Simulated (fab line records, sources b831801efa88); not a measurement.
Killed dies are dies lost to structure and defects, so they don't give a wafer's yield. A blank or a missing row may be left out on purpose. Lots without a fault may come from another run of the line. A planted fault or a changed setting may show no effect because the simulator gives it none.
fab line records | flow sky130
record lots=5 wafers=15 last_day=50
route steps=708 shown LDD_P@259 LDD_HVN@267 PAD_OPEN@708
lots that met no fault: from a run of the same line without faults
start_h: hours from the record's first day to the start of the lot's first wafer shown | wait_h: hours since the lot's step before | " the same as in the row above | L1.1+2: a row that stands for several wafers | - no value, or no start given | * or withheld: withheld | < > ~ a bound
route shown NAME@n: a module of which the file shows steps, and the number in the route of the first | usual: mean/standard deviation of fault-free wafers | same: alike in all rows | chamber/n: place in a boat | sites: the reading at each site | _std_site: their standard deviation | _edge_site: outer sites' mean less inner sites' | radius_mm: how far each site lies from the wafer's centre | mask NAME#n: copy n | behind: the tool/chamber that last shaped the wafer | hold: why the lot was held/for how many hours/how that ended | device: the transistor (n, p or np) that didn't switch | end of line: the same wafers' tests at the end of the route | a step without rows: its recipe alone | killed: dies lost to structure and defects at the first sort, not the wafer's yield | map: a wafer's dies, x killed, . not, _ none there
set.NAME: the setting as run; set.NAME@STEP: as run at that earlier step | model.NAME: the simulator's own value behind a step, which no gauge read
lots at some steps of the route; a table a step, a row a wafer
services: from which hour (start_h, from the record's first day; less than 0 if before it) a tool's chamber was out of use, for how many hours, and why
## steps
# step SKY_LDD_P_EXPOSE_04
# recipe mask_id=PSDM na=0.6 source_shape=conventional sigma_outer=0.6 polarization=unpolarized target_cd_nm=380 dose_mj=138
# step SKY_LDD_P_PEB_05
# recipe temp_c=withheld time_s=* resist=NOVOLAK
# step SKY_LDD_P_DEVELOP_06
# recipe resist=NOVOLAK developer=TMAH develop_time_s=60 dev_temp_c=23
# step SKY_LDD_P_CD_MEAS_07
# recipe target_cd_nm=380
# usual cd_nm=379.3/2.1
# columns lot.wafer tool chamber start_h wait_h cd_nm
L301.2 cd_sem-02 - 529.66 0.1 379.7
L301.4 " - " " 378.5
L301.6 " - " " 378.9
L306.1 cd_sem-01 - 568.19 0.1 378.5
L306.2 " - " " 378.1
L306.3 " - " " 376.1
L311.2 cd_sem-01 - 603.26 0.1 382.8
L311.3 " - " " 380.4
L311.5 " - " " 378.6
L312.2 cd_sem-02 - 613.26 0.1 380.7
L312.3 " - " " 380.4
L312.5 " - " " 380.7
L313.1 cd_sem-01 - 621.14 0.1 378.5
L313.2 " - " " 376.4
L313.6 " - " " 376.9
# step SKY_LDD_P_OVL_MEAS_08
# usual LDD_P_OVL=-0.4/1.4
# columns lot.wafer tool chamber start_h wait_h LDD_P_OVL[nm]
L301.2 overlay-01 - 529.77 0.1 0.7
L301.4 " - " " 0.2
L301.6 " - " " -2.5
L306.1 overlay-01 - 568.31 0.1 -0.4
L306.2 " - " " 0.8
L306.3 " - " " 0.8
L311.2 overlay-02 - 603.37 0.1 0.7
L311.3 " - " " -0.4
L311.5 " - " " 1.6
L312.2 overlay-01 - 613.36 0.1 1.5
L312.3 " - " " 1.8
L312.5 " - " " 1.8
L313.1 overlay-01 - 621.26 0.1 -1.6
L313.2 " - " " -0.9
L313.6 " - " " -0.8
# step SKY_LDD_P_IMPLANT_09
# recipe species=BF2 energy_kev=25 dose_cm2=1e+13 tilt_deg=withheld
# step SKY_LDD_P_STRIP_10
# recipe chemistry=O2/N2 power_w=1400 pressure_mtorr=1500 platen_temp_c=withheld o2_flow_sccm=3000 n2_flow_sccm=300 overash_fraction=0.5
# usual drypump_motor_current_A=5.7/0.49 o2_flow_sccm=3000/9.4 oes_product_au=0.715/0.0046 strip_time_to_endpoint_s=14.20/0.033
# columns lot.wafer tool chamber start_h wait_h drypump_motor_current_A o2_flow_sccm oes_product_au rf_hours_counter_h strip_time_to_endpoint_s
L301.2 plasma_asher-04 0 529.95 0.1 5.0 2987 0.719 74 14.23
L301.4 " 1 " " 5.5 2996 0.712 - 14.17
L301.6 " 1 " " 5.5 3001 0.724 - 14.21
L306.1 plasma_asher-03 1 568.50 0.1 6.5 3014 0.713 84 14.16
L306.2 " 0 " " 6.1 3019 0.721 84 14.21
L306.3 " 1 " " 6.5 3016 0.715 - 14.19
L311.2 plasma_asher-03 0 603.55 0.1 6.1 2994 0.718 87 14.19
L311.3 " 0 " " 6.1 2991 0.713 - 14.24
L311.5 " 0 " " 6.1 3000 0.710 - 14.22
L312.2 plasma_asher-04 1 613.54 0.1 5.4 2998 0.720 84 14.19
L312.3 " 1 " " 5.5 2999 0.714 - 14.21
L312.5 " 1 " " 5.5 3010 0.710 - 14.22
L313.1 plasma_asher-03 0 621.44 0.1 6.1 3001 0.714 89 14.26
L313.2 " 1 " " 6.4 3008 0.721 89 14.30
L313.6 " 1 " " 6.5 3004 0.716 - 14.27
# step SKY_LDD_P_TW_MEAS_11
# usual LDD_P_TW=633/5.8
# columns lot.wafer tool chamber start_h wait_h LDD_P_TW
L301.2 film_metro-04 - 530.06 0.1 638
L301.4 " - " " 640
L301.6 " - " " 641
L306.1 film_metro-03 - 568.60 0.1 633
L306.2 " - " " 629
L306.3 " - " " 630
L311.2 film_metro-03 - 603.66 0.1 639
L311.3 " - " " 636
L311.5 " - " " 639
L312.2 film_metro-04 - 613.65 0.1 639
L312.3 " - " " 636
L312.5 " - " " 637
L313.1 film_metro-02 - 621.54 0.1 622
L313.2 " - " " 627
L313.6 " - " " 626
# step SKY_LDD_HVN_DEHYDRATE_00
# recipe temp_c=200 time_s=60
# step SKY_LDD_HVN_HMDS_01
# recipe prime_time_s=60 prime_temp_c=120
# step SKY_LDD_HVN_COAT_02
# recipe resist=NOVOLAK spin_rpm=3000 resist_thk_nm=300
# step SKY_LDD_HVN_SOFTBAKE_03
# recipe temp_c=90 time_s=60 resist=NOVOLAK
# step SKY_LDD_HVN_EXPOSE_04
# recipe mask_id=HVNTM na=0.6 source_shape=conventional sigma_outer=0.6 polarization=unpolarized target_cd_nm=700 dose_mj=127
# usual exposure_dose_mJ_cm2=126.98/0.13
# columns lot.wafer tool chamber start_h wait_h mask exposure_dose_mJ_cm2
L301.2 iline_stepper-01 0 544.89 - HVNTM_R1#0 126.94
L301.4 " 0 " " HVNTM_R1#0 126.95
L301.6 " 0 " " HVNTM_R1#0 127.11
L306.1 iline_stepper-01 0 582.45 - HVNTM#0 127.02
L306.2 " 0 " " HVNTM#0 127.16
L306.3 " 0 " " HVNTM#0 127.12
L311.2 iline_stepper-02 0 618.51 - HVNTM#0 127.06
L311.3 " 0 " " HVNTM#0 127.00
L311.5 " 0 " " HVNTM#0 126.74
L312.2 iline_stepper-01 0 628.78 - HVNTM#0 127.22
L312.3 " 0 " " HVNTM#0 127.16
L312.5 " 0 " " HVNTM#0 127.14
L313.1 iline_stepper-02 0 636.07 - HVNTM#0 126.85
L313.2 " 0 " " HVNTM#0 126.86
L313.6 " 0 " " HVNTM#0 126.97
# step SKY_LDD_HVN_PEB_05
# recipe temp_c=withheld time_s=* resist=NOVOLAK
# step SKY_PAD_OPEN_PROBE_99
# usual killed_at_M0_to_M3=43/7.3 killed_at_M4_up=3.1/1.8 killed_at_contacts=24/5.4 killed_at_front_end=15/4.1 killed_at_other=0.2/0.52 killed_dies=86/10 killed_open=47/7.3 killed_short=39/6.4
# same gross_dies=492 killed_at_back_side=0
# columns lot.wafer tool chamber start_h wait_h killed_at_M0_to_M3 killed_at_M4_up killed_at_contacts killed_at_front_end killed_at_other killed_dies killed_open killed_short
L301.2 prober-01 - 1137.35 0.1 55 4 23 17 0 99 58 41
L301.4 prober-01 - 1137.45 0.2 39 8 24 15 0 86 45 41
L301.6 prober-01 - 1137.55 0.2 37 3 24 15 0 79 44 35
L311.2 prober-01 - 1185.18 0.1 40 0 19 14 0 73 40 33
L311.3 prober-01 - 1185.23 0.2 51 4 30 11 0 96 57 39
L311.5 prober-01 - 1185.33 0.2 45 4 22 13 0 84 40 44
L312.2 prober-02 - 1190.68 0.1 34 7 24 21 0 86 53 33
L312.3 prober-02 - 1190.73 0.2 51 7 27 14 0 99 51 48
L312.5 prober-02 - 1190.83 0.2 39 7 32 21 0 99 46 53
L313.1 prober-01 - 1192.59 0.1 36 1 27 18 0 82 45 37
L313.2 prober-01 - 1192.64 0.1 46 3 27 16 1 93 52 41
L313.6 prober-01 - 1192.84 0.2 41 2 28 17 0 88 45 42
# killed by level:class
L301.2 VIA1:geometric_particle:open=11 CONTACT:geometric_particle:open=8 VIA3:geometric_particle:open=8 METAL2:geometric_particle:short=7 VIA2:geometric_particle:open=7 POLY_GATE:geometric_particle:open=6 LI_CONTACT:geometric_particle:open=6 FIELD_ISO:geometric_particle:open=4
L301.4 VIA1:geometric_particle:open=11 CONTACT:geometric_particle:open=9 METAL4:geometric_particle:short=7 CONTACT:geometric_particle:short=7 FIELD_ISO:geometric_particle:open=6 LI_CONTACT:geometric_particle:open=6 METAL2:geometric_particle:short=6 VIA1:geometric_particle:short=5
L301.6 VIA1:geometric_particle:open=10 CONTACT:geometric_particle:open=7 LI_CONTACT:geometric_particle:open=6 METAL1:geometric_particle:short=5 VIA3:geometric_particle:open=5 FIELD_ISO:geometric_particle:open=4 CONTACT:geometric_particle:short=4 VIA1:geometric_particle:short=4
L311.2 VIA2:geometric_particle:open=11 VIA1:geometric_particle:open=10 FIELD_ISO:geometric_particle:open=6 LI_CONTACT:geometric_particle:open=5 LOCAL_INTERCONNECT:geometric_particle:short=5 VIA1:geometric_particle:short=5 METAL2:geometric_particle:short=5 METAL1:geometric_particle:short=4
L311.3 VIA3:geometric_particle:open=14 CONTACT:geometric_particle:open=11 LI_CONTACT:geometric_particle:open=8 VIA1:geometric_particle:open=8 VIA2:geometric_particle:open=8 METAL2:geometric_particle:short=7 CONTACT:geometric_particle:short=4 LOCAL_INTERCONNECT:geometric_particle:short=4
L311.5 METAL1:geometric_particle:short=8 METAL2:geometric_particle:short=8 LI_CONTACT:geometric_particle:open=7 VIA1:geometric_particle:open=7 VIA2:geometric_particle:open=6 CONTACT:geometric_particle:open=5 CONTACT:geometric_particle:short=5 FIELD_ISO:geometric_particle:short=4
L312.2 VIA1:geometric_particle:open=12 LI_CONTACT:geometric_particle:open=11 VIA3:geometric_particle:open=7 FIELD_ISO:geometric_particle:open=6 CONTACT:geometric_particle:open=6 METAL1:geometric_particle:short=6 FIELD_ISO:geometric_particle:short=3 METAL4:geometric_particle:short=3
L312.3 VIA1:geometric_particle:open=16 CONTACT:geometric_particle:open=10 METAL1:geometric_particle:short=8 POLY_GATE:geometric_particle:short=6 LI_CONTACT:geometric_particle:open=6 VIA3:geometric_particle:open=6 VIA1:geometric_particle:short=6 POLY_GATE:geometric_particle:open=5
L312.5 CONTACT:geometric_particle:open=13 CONTACT:geometric_particle:short=8 VIA1:geometric_particle:open=7 METAL4:geometric_particle:short=6 LOCAL_INTERCONNECT:geometric_particle:short=6 VIA3:geometric_particle:open=6 METAL2:geometric_particle:short=5 VIA1:geometric_particle:short=5
L313.1 LI_CONTACT:geometric_particle:open=9 CONTACT:geometric_particle:open=7 VIA2:geometric_particle:open=7 POLY_GATE:geometric_particle:short=6 POLY_GATE:geometric_particle:open=5 CONTACT:geometric_particle:short=5 VIA1:geometric_particle:open=5 METAL2:geometric_particle:short=5
L313.2 CONTACT:geometric_particle:open=14 VIA1:geometric_particle:open=12 METAL2:geometric_particle:short=6 FIELD_ISO:geometric_particle:open=5 POLY_GATE:geometric_particle:short=5 VIA2:geometric_particle:short=5 CONTACT:geometric_particle:short=4 METAL1:geometric_particle:short=4
L313.6 VIA2:geometric_particle:open=9 LOCAL_INTERCONNECT:geometric_particle:short=8 CONTACT:geometric_particle:open=7 VIA1:geometric_particle:open=6 FIELD_ISO:geometric_particle:short=5 POLY_GATE:geometric_particle:open=5 LI_CONTACT:geometric_particle:open=5 CONTACT:geometric_particle:short=5
## services
# columns tool chamber start_h hours kind
iline_stepper-01 - 505.98 1.7 pm
iline_stepper-01 - 549.18 4.4 pm
iline_stepper-02 - 555.15 - calibration
iline_stepper-02 - 567.73 16.0 repair
plasma_asher-03 - 621.64 1.5 repair
iline_stepper-02 - 629.51 1.7 pm
## key
first_sign step=SKY_LDD_HVN_EXPOSE_04 reading=mask direction=changed
effect none on later readings
met_at SKY_LDD_HVN_EXPOSE_04
struck_wafers L301.2,L301.4,L301.6
tester_left_out L301
fault kind=wrong_mask tool=any chamber=- onset_h=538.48 steps=SKY_LDD_HVN_EXPOSE_04 aux_copy=HVNTM_R1#0 cd_offset_nm=49 scope=struck_lots_only
# tester_left_out: of these lots the tester's yield and bins aren't shown, on N5 and GAA mostly nor the transistor test; their killed dies are dies lost to structure and defects alone, not to doping, threshold or leakage, so they don't give the yield
